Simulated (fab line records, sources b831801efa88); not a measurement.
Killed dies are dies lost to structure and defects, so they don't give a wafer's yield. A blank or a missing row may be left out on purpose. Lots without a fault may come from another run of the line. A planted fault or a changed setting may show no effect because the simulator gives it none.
One fault seen from 2 desks | flow sky130 | each desk has only its own numbers; what lay behind them comes last

THE METROLOGY DESK
What the gauges read, lot by lot, whatever tool the lot ran on: means of the sampled wafers that have a number. A lot is out of limits, marked OUT, if its mean lies more than 4 standard deviations from the usual mean; the brackets give that distance.
Columns: A = LI_CONTACT_W_RS at SKY_LI_CONTACT_RS_MEAS_22, usual 0.2846 ohm/sq; B = LI_CONTACT_W_THK at SKY_LI_CONTACT_THK_MEAS_23, usual 422 nm; C = LOCAL_INTERCONNECT_OVL at SKY_LOCAL_INTERCONNECT_OVL_MEAS_12, usual 2 nm
lot  | first seen here | A                 | B              | C
L614 | day 30 02:47    | 0.2835            | 426            | 12
L612 | day 30 04:57    | 0.2860            | 415            | -1
L616 | day 31 00:50    | 0.2887            | 410            | 4
L619 | day 31 17:49    | 0.2846            | 418            | 3
L620 | day 31 22:20    | 0.2852            | 429            | 6
L624 | day 33 00:34    | 0.2829            | 416            | -6
L627 | day 34 01:43    | 0.2843            | 414            | 6
L628 | day 34 12:10    | 0.2755            | 447            | -9
L629 | day 34 20:28    | 0.2597 (-8.6) OUT | 478 (+8.0) OUT | -6
L630 | day 35 00:35    | 0.2807            | 420            | -9
This desk's finding: out of limits on L629; first on L629, day 34 20:28 (LI_CONTACT_W_RS at SKY_LI_CONTACT_RS_MEAS_22). In limits: L614, L612, L616, L619, L620, L624, L627, L628, L630.

THE TOOL OWNER'S DESK: cvd_w-02
The tool's own readings at SKY_LI_CONTACT_CVD_21 (deposits W, target thk 400 nm, time 120.56 s): means of the sampled wafers that have a number, for each lot that ran on this tool. A lot is out of limits, marked OUT, if its mean lies more than 4 standard deviations from the usual mean; the brackets give that distance.
Columns: A = heater_power_w at SKY_LI_CONTACT_CVD_21, usual 869 W
lot  | first seen here | A
L612 | day 30 04:42    | 941
L616 | day 31 00:43    | 937
L619 | day 31 17:42    | 935
L620 | day 31 22:12    | 921
L624 | day 33 00:26    | 941
L628 | day 34 12:03    | 939
L629 | day 34 20:20    | 938
This desk's finding: nothing out of limits on any of the 7 lots.

PUT TOGETHER
The metrology desk could have raised an alarm at day 34 20:28, on L629.
The tool owner's desk saw nothing out of limits.
The tool owner's desk has L629 on record, within its limits.
Of the lots named, all ran SKY_LI_CONTACT_CVD_21 on cvd_w-02.

WHAT THE SIMULATOR HAD PUT IN
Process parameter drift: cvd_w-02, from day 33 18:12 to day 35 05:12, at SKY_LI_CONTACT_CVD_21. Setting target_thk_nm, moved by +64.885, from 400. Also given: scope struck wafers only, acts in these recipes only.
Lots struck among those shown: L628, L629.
Hours from the fault's start to each desk's first reading out of limits: the metrology desk, 26.
